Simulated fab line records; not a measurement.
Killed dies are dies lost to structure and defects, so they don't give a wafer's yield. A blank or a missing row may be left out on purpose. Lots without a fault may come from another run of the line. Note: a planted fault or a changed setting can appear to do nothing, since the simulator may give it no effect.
Code-filled problem report in 8D (eight disciplines) form ; flow gf180mcu ; the parts of the form that need people (team, actions taken, sign-off) are left out

## 1. THE ISSUE
Mean HV_LDD_3_TW at GF_HV_LDD_TW_MEAS_38: 1663 over 6 wafers in 2 lots; fault-free wafers: 1429, standard deviation 7.1. That is +33 standard deviations from the usual mean.
The first sign was on wafer L269.3 at day 14 04:11, on film-metro-02. Wafers with a number at this step in the record: 36, from 12 lots. The rule behind "out" and "out of limits": a value lying over 4 standard deviations away from the usual mean. Any other wafer with a number is counted as sound.

## 2. WHAT THIS IS AND IS NOT
question;is;is not
which readings at this step;HV_LDD_3_TW;-
which lots;L269, L270;L263, L265, L271, L274, L278, L280, L282, L283, L284, L285
which wafers of those lots;all that have a number;-
read on which gauges;film-metro-02, film-metro-03;film-metro-04
when;from day 14 04:11;"up to then (6 sound wafers); but 24 sound wafers of L271, L274, L278, L280, L282, L283, L284, L285 came after"

## 3. SUSPECTS, AND WHAT RULES EACH OUT
Counting: a tool at a process step up to the reading stays a suspect if it ran every lot that is out and no sound lot after the first of them.
- ruled out: the gauge at GF_HV_LDD_TW_MEAS_38. Those wafers that are out were read across 2 gauges (film-metro-02, film-metro-03).
- implanter-04 at GF_HV_LDD_IMPLANT_36: ruled out as a lasting fault. The sound lots L282, L283 went through it after L269, its earliest lot that is out (day 14 03:58).
Left after counting: nothing in the record.

## 4. THE CAUSE (what the simulator had put in)
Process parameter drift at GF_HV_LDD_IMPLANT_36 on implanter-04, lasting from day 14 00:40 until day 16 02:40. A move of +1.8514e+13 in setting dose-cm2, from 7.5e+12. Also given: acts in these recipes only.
Counting ruled it out, wrongly: the rule takes a fault to strike every lot that its tool runs from its start on, and this one did not.

## 5. THE EFFECT CHAIN, in route order
Each row: a reading whose mean over the struck wafers that have a number lies more than 3 standard deviations from the usual. Scope: only readings with a usual standard deviation given in the record; hours: median across lots of the time from each lot's start at the first step in this table that gives one to its start at this step; sigmas: change in usual standard deviations.
hours;step;reading;usual;on struck wafers;change;sigmas
0;GF_HV_LDD_IMPLANT_36;dose-ions-cm2;7.501e+12;2.602e+13;+1.852e+13;+99 or more
0;GF_HV_LDD_IMPLANT_36;faraday-current-uA;42.4;145.7;+103.3;+99 or more
0;GF_HV_LDD_TW_MEAS_38;HV_LDD_3_TW;1429;1663;+234;+33
22;GF_HV_LDD_RS_MEAS_53;HV_LDD_RS;418.1 ohm/sq;374.7;-43.4;-44
Here are the process steps it includes:
- GF_HV_LDD_IMPLANT_36
At these later measuring or inspecting steps, every struck wafer for which the step has a row has a number for every such reading, and none has moved that far: GF_HV_LDD_TW_MEAS_50.

## 6. WHAT WOULD HAVE CAUGHT IT SOONER
The first out-of-limits reading at a measuring or inspecting step in this record came at day 14 04:11, 4 hours after the fault's start at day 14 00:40.
Tool's own readings at GF_HV_LDD_IMPLANT_36, dose-ions-cm2, faraday-current-uA: out on all struck wafers the step has rows for; an alarm limit on them would have tripped on the first.
